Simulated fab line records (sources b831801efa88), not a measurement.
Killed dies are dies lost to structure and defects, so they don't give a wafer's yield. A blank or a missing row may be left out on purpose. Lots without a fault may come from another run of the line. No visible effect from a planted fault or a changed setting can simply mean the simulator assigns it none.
A struck lot beside a sound one || flow sky130 || 25 steps out of a route of 708
Sound: these wafers, L395.1, L395.2, L395.5. Struck: wafers L388.2, L388.4, L388.5. The cause is named last.
Order at every step that has rows: each side's tool, ch and its chambers, its first start. Under that, the readings that differ: sound wafers || struck wafers || difference of the means || sigmas: that difference in standard deviations of wafers without a fault.
alike: words and numbers the same on both sides, and readings whose means are apart by under 2 such deviations; not compared: readings that were withheld, readings missing a value for some wafer, numbers with overlapping values and no deviation given by the record, and bounds like >300 which may hide the same value.
The two part at a step that has a row with sigmas, a row that says differs or no value, or rows on one side only. Non-overlapping numbers with no deviation appear without sigmas and do not part them. A reading that every wafer of one side lacks parts them only if that side has two wafers or more.

first, 10 steps without rows for these wafers: SKY_SONOS_ONO_COAT_08 (resist thk 1140 nm); SKY_SONOS_ONO_SOFTBAKE_09 (time 60 s); SKY_SONOS_ONO_EXPOSE_10 (exposes mask ONOM, target cd 410 nm); SKY_SONOS_ONO_PEB_11; SKY_SONOS_ONO_DEVELOP_12 (develop time 60 s); SKY_SONOS_ONO_ETCH_15 (etches the open film in CHF3/O2, target depth 19.52 nm, time 7.8 s); SKY_SONOS_ONO_WET_ETCH_16 (etches SiO2 in dHF, target depth 14 nm, time 280 s); SKY_SONOS_ONO_STRIP_17 (strips in O2/N2); SKY_SONOS_ONO_WET_ETCH_18 (etches Si3N4 in H3PO4, target depth 15 nm, time 172 s); SKY_GATE_OXIDE_CLEAN_00 (cleans in SC1/SC2, time 150 s).
SKY_GATE_OXIDE_OXIDATION_01: stabilise 600 s, purge 300 s, target thk 10.268 nm.
  sound on furnace-01 ch 0, day 17 10:18; struck on furnace-02 ch 0, day 15 09:34
{"reading": "spike-tc-bottom-C (C)", "sound": "918.8 919.7 920.6", "struck": "905.1 906.7 905.5", "difference": -13.9, "sigmas": -8}
{"reading": "spike-tc-centre-C (C)", "sound": "900.4 898.5 900.2", "struck": "889.8 888.5 890.1", "difference": -10.2, "sigmas": -10}
{"reading": "spike-tc-lower-C (C)", "sound": "899.5 900.0 901.1", "struck": "889.6 888.9 889.8", "difference": -10.8, "sigmas": -11}
{"reading": "spike-tc-top-C (C)", "sound": "913.3 911.7 910.9", "struck": "897.3 897.8 898.6", "difference": -14.1, "sigmas": -9}
{"reading": "spike-tc-upper-C (C)", "sound": "899.9 899.7 901.1", "struck": "888.3 887.0 887.9", "difference": -12.5, "sigmas": -12}
{"reading": "zone-power-upper-pct (%)", "sound": "19.2 18.9 19.1", "struck": "18.4 17.8 18.0", "difference": -1.0, "sigmas": -3}
{"reading": "model.SiO2_of_GATE_OXIDE_OXIDATION_01.thk-nm (nm)", "sound": "10.2 10.24 10.35", "struck": "9.224 9.24 9.277", "difference": -1.016, "sigmas": ""}
SKY_GATE_OXIDE_THK_MEAS_02:
  struck on film-metro-03, day 15 11:12; sound on film-metro-02, day 17 11:43
{"reading": "GATE_OXIDE_OXIDATION_00_THK (nm)", "sound": "10.24 10.27 10.38", "struck": "9.19 9.20 9.32", "difference": -1.06, "sigmas": -5}
  not compared: hold
then, 9 steps without rows for these wafers: SKY_GATE_OXIDE_HMDS_04 (prime time 60 s); SKY_GATE_OXIDE_COAT_05 (resist thk 1140 nm); SKY_GATE_OXIDE_SOFTBAKE_06 (time 60 s); SKY_GATE_OXIDE_EXPOSE_07 (exposes mask LVOM, target cd 600 nm); SKY_GATE_OXIDE_PEB_08; SKY_GATE_OXIDE_DEVELOP_09 (develop time 60 s); SKY_GATE_OXIDE_IMPLANT_11; SKY_GATE_OXIDE_WET_ETCH_12 (etches SiO2 in dHF, target depth 16.8 nm, time 329.8 s); SKY_GATE_OXIDE_STRIP_13 (strips in O2/N2).
SKY_GATE_OXIDE_TW_MEAS_14:
  struck on film-metro-02, day 16 15:11; sound on film-metro-04, day 18 17:33
{"reading": "GATE_OXIDE_TW", "sound": "225.1 223.6 224.2", "struck": "227.3 226.9 227.7", "difference": "+3.0", "sigmas": "+2"}
  not compared: hold
SKY_GATE_OXIDE_OXIDATION_16: stabilise 600 s, purge 300 s, target thk 3.57 nm.
  sound on furnace-02 ch 0, day 18 17:59; struck on furnace-02 ch 0, day 16 18:06
{"reading": "model.SiO2_of_GATE_OXIDE_OXIDATION_01.thk-nm (nm)", "sound": "11.58 11.62 11.73", "struck": "10.69 10.71 10.8", "difference": -0.91, "sigmas": ""}
  alike: ramp-up-c-per-min, spike-tc-bottom-C, spike-tc-centre-C, spike-tc-lower-C, spike-tc-top-C, spike-tc-upper-C, zone-power-upper-pct
then, 1 step without rows for these wafers: SKY_POLY_GATE_CVD_00 (deposits poly-Si, target thk 180 nm, time 720 s).
-- here the record skips 31 days between the struck wafers' starts before and after, leaving off in module POLY_GATE and picking up in module PAD_OPEN (first step shown: number 708 of the route) --
SKY_PAD_OPEN_PROBE_99:
  struck on prober-02, day 47 16:11; sound on prober-01, day 49 05:53
{"reading": "killed-at-other", "sound": "1 0 0", "struck": "2 3 0", "difference": "+1", "sigmas": "+3"}
{"reading": "model.etest.nfet_16v.r-on-ohm-um", "sound": "1.438e+04 1.432e+04 1.431e+04", "struck": "1.359e+04 1.356e+04 1.368e+04", "difference": -7.267e+02, "sigmas": ""}
{"reading": "model.etest.tip-sonos.rs-ohm-sq", "sound": "2701 2666 2723", "struck": "2486 2497 2507", "difference": -200, "sigmas": ""}
{"reading": "model.etest.nfet-g5v0d10v5.r-on-ohm-um", "sound": "1857 1873 1893", "struck": "1789 1825 1818", "difference": -64, "sigmas": ""}
{"reading": "model.etest.nfet-g5v0d10v5.drive-ua-um", "sound": "604.3 604.3 600.1", "struck": "658.7 653.8 641.1", "difference": "+48.3", "sigmas": ""}
{"reading": "model.etest.nfet_05v0_nvt.drive-ua-um", "sound": "576.8 573.9 572.4", "struck": "617.8 610.5 609.4", "difference": "+38.2", "sigmas": ""}
{"reading": "model.etest.nfet_16v.drive-ua-um", "sound": "221.8 221 218.9", "struck": "240.7 239.3 236", "difference": "+18.1", "sigmas": ""}
  alike: killed_at_M0_to_M3, killed_at_M4_up, killed-at-contacts, killed-at-front-end, killed-dies, killed-open, killed-short
  not compared: model.etest.pfet-g5v0d10v5.r-on-ohm-um, model.etest.pfet-g5v0d10v5.drive-ua-um

== WHERE THEY PART ==
First at SKY_GATE_OXIDE_OXIDATION_01; last, within this record, at SKY_PAD_OPEN_PROBE_99.

WHY: whatever the simulator had introduced
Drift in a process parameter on furnace-02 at SKY_GATE_OXIDE_OXIDATION_01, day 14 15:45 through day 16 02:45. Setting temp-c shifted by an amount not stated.
